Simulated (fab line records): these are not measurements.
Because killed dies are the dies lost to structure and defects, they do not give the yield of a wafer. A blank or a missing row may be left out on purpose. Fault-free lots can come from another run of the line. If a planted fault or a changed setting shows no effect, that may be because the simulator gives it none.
2 desks, one fault -- flow sky130 -- each desk has only its own numbers; what lay behind them comes last

== THE TOOL OWNER'S DESK: hdpcvd-01 ==
The tool's own readings at SKY_LI_CONTACT_HDPCVD_00 (deposits PSG, target thk 930 nm, time 155 s): means of the sampled wafers that have a number, for each lot that ran on this tool. Marked OUT: a lot whose mean sits more than 4 standard deviations from the usual mean, which makes it out of limits; the brackets give that distance.
Columns: A = run-length-s at SKY_LI_CONTACT_HDPCVD_00, usual 182.8 s
lot,first seen here,A
L277,day 27 18:18,182.4
L278,day 27 21:41,182.7
L285,day 30 18:00,182.4
L286,day 30 19:31,182.8
L288,day 31 19:48,182.7
L289,day 32 00:39,183.0
L294,day 34 11:29,181.0
L297,day 34 14:25,179.1 (-8.2) OUT
Finding of this desk: L297 out of limits; the first was L297 at day 34 14:25, on run-length-s at SKY_LI_CONTACT_HDPCVD_00. Within limits: L277, L278, L285, L286, L288, L289, L294.

== THE METROLOGY DESK ==
What the gauges read for every lot (on any tool): the sampled wafers with a number, averaged. Marked OUT: a lot whose mean sits more than 4 standard deviations from the usual mean, which makes it out of limits; the brackets give that distance.
Columns: A = SD_P_RS at SKY_SD_N_RS_MEAS_17, usual 147.1 ohm/sq; B = LI_CONTACT_HDPCVD_THK at SKY_LI_CONTACT_THK_MEAS_01, usual 929 nm
lot,first seen here,A,B
L277,day 27 18:03,147.5,928
L278,day 27 21:25,146.9,936
L282,day 29 23:11,147.2,914
L283,day 30 08:54,147.9,927
L285,day 30 17:45,146.8,926
L286,day 30 19:15,146.7,925
L288,day 31 19:33,147.1,933
L289,day 32 00:24,147.1,923
L294,day 34 11:14,147.1,917
L297,day 34 14:11,147.0,894
L299,day 35 04:12,147.5,930
L300,day 35 08:34,147.0,933
This desk found nothing out of limits on any of the 12 lots.

== BROUGHT TOGETHER ==
On L297, at day 34 14:25, an alarm was possible from the tool owner's desk.
The metrology desk saw nothing out of limits.
The metrology desk has L297 on record, within its limits.
Every lot named ran SKY_LI_CONTACT_HDPCVD_00 on hdpcvd-01.

== WHAT THE SIMULATOR HAD PUT IN ==
hdpcvd-01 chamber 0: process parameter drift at SKY_LI_CONTACT_HDPCVD_00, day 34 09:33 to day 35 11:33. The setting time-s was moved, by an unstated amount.
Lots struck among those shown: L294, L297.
Hours from the fault's start to each desk's first reading out of limits: the tool owner's desk, 5.
